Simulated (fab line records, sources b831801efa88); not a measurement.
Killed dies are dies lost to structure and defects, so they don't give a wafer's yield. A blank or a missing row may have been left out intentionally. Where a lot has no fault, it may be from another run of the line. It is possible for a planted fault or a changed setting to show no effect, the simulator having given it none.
Which tool is to blame? -- flow sky130 -- 14 lots, 42 wafers sampled, at 2 steps of a route of 708

== WHAT THE GAUGES READ, wafer by wafer ==
The record lacks any reading of a measuring or inspecting step that a usual standard deviation could be used to judge.

== WHICH TOOL RAN EACH LOT (tool, then ch and the chambers of the sampled wafers, then the start) ==
lot,SKY_METAL1_SPUTTER_01,SKY_PAD_OPEN_PROBE_99
L520,"pvdSputter-03, day 31 22:19","prober-02, day 46 01:26"
L521,"pvdSputter-03, day 32 09:07","prober-01, day 46 13:24"
L522,"pvdSputter-01, day 32 09:47","prober-02, day 46 13:43"
L523,"pvdSputter-03, day 32 15:44","prober-01, day 46 15:35"
L524,"pvdSputter-01, day 33 02:08","prober-02, day 46 22:01"
L526,"pvdSputter-01, day 33 22:28","prober-02, day 47 15:59"
L532,"pvdSputter-03, day 35 16:53","prober-02, day 48 21:25"
L534,"pvdSputter-03, day 36 02:34","prober-02, day 49 03:12"
L537,"pvdSputter-01, day 37 05:09","prober-01, day 49 22:24"
L538,"pvdSputter-01, day 37 14:53","prober-02, day 50 06:04"
L539,"pvdSputter-01, day 37 18:47","prober-01, day 50 07:31"
L540,"pvdSputter-01, day 37 23:48","prober-02, day 50 09:04"
L541,"pvdSputter-01, day 38 06:43","prober-01, day 50 12:20"
L543,"pvdSputter-04, day 38 20:24","prober-01, day 50 23:40"
- SKY_METAL1_SPUTTER_01: material TiN, target thk 20 nm, time 16.7 s.
- SKY_PAD_OPEN_PROBE_99

== AS READ BY THE TOOLS THEMSELVES (means over the sampled wafers that have a number; for cases with no such wafer, the mark the record gives instead) ==
SKY_METAL1_SPUTTER_01.
lot,tool,throttleValvePct (%)
L520,pvdSputter-03,29.7
L521,pvdSputter-03,30.2
L522,pvdSputter-01,30.6
L523,pvdSputter-03,30.4
L524,pvdSputter-01,29.2
L526,pvdSputter-01,29.0
L532,pvdSputter-03,29.7
L534,pvdSputter-03,29.8
L537,pvdSputter-01,29.2
L538,pvdSputter-01,30.1
L539,pvdSputter-01,30.0
L540,pvdSputter-01,30.5
L541,pvdSputter-01,29.9
L543,pvdSputter-04,31.7

SKY_PAD_OPEN_PROBE_99.
lot,tool,defectLimitedYield (%),killed_at_M0_to_M3,killed_at_M4_up,killedAtContacts,killedAtFrontEnd,killedAtOther,killedDies,killedOnRim,killedOpen,killedShort,sort_bin_3_pad_short (%),sort_bin_5_function (%),sort_bin_6_memory (%),sortNPass,sortYieldPct (%)
L520,prober-02,80.6,53,2.7,21,19,0.7,95,17,57,39,1.1,11.3,7.0,397,80.6
L521,prober-01,85.1,32,4.7,22,15,0.7,73,16,39,34,1.1,7.8,6.0,419,85.1
L522,prober-02,81.3,43,5.0,26,17,0.3,92,20,47,45,1.0,10.6,7.1,400,81.3
L523,prober-01,84.6,38,3.7,22,12,0.3,76,13,40,36,0.6,9.6,5.2,416,84.6
L524,prober-02,83.0,38,3.7,28,13,0.7,83,14,47,37,0.7,9.4,6.8,409,83.0
L526,prober-02,82.9,41,3.0,25,15,0.3,84,18,42,41,0.7,10.9,5.6,408,82.9
L532,prober-02,73.0,96,4.0,18,15,0.0,133,15,39,36,3.3,17.1,6.6,359,73.0
L534,prober-02,72.2,93,3.7,23,16,0.7,137,23,48,40,3.3,17.7,6.8,355,72.2
L537,prober-01,83.2,36,3.7,25,18,0.0,82,17,47,35,1.0,9.6,6.2,410,83.2
L538,prober-02,81.0,44,6.0,25,18,0.3,93,17,47,46,0.9,11.3,6.8,399,81.0
L539,prober-01,83.7,46,3.0,19,12,0.3,80,18,39,41,0.9,9.9,5.6,412,83.7
L540,prober-02,84.1,39,1.7,22,15,0.3,78,12,47,31,0.6,9.5,5.8,414,84.1
L541,prober-01,84.6,39,3.3,20,13,0.0,76,15,44,32,0.5,10.1,4.8,416,84.6
L543,prober-01,82.8,42,3.0,26,13,0.3,85,19,48,36,1.1,10.3,5.8,407,82.8

== THE ANSWER, worked out from the rows above alone ==
Rule: what is usual is taken from the lots themselves. Put in order of their means at a reading, lots are off if they are a third of the lots or fewer, leave a main group of 4 or more, and stand apart from it by a gap of 3 or more times the standard deviation of the main group's means; of several such gaps the widest counts. The tables above print the reading to a certain number of digits; a main group whose means all agree to those digits is not used. Also off: a lot with no number at a reading for which 4 or more lots have one. Any other lot the step has rows for is counted as sound. Order of review: gauges by route order, followed by the tools' own readings, for which a lot's mean as printed above is used. The first step at which some lot is off is used, and at that step the reading that is off furthest; a lot without a number counts as furthest.
Off, at SKY_PAD_OPEN_PROBE_99 on sort_bin_3_pad_short: L532, L534. The main group has a mean of 0.8 % with a standard deviation of 0.21.
A tool fits if, at that step or a process step before it, it ran every lot that is off, and no sound lot after the first of them. One candidate fits, namely pvdSputter-03 at SKY_METAL1_SPUTTER_01. Its last sound lot is L523 (day 32 15:44), its first lot that is off L532 (day 35 16:53): a fault that began between those two fits.

== WHAT THE SIMULATOR PUT IN ==
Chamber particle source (pvdSputter-03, SKY_METAL1_SPUTTER_01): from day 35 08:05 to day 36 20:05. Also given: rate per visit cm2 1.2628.
Lots struck among those shown: L532, L534. The same result came from the rule above.
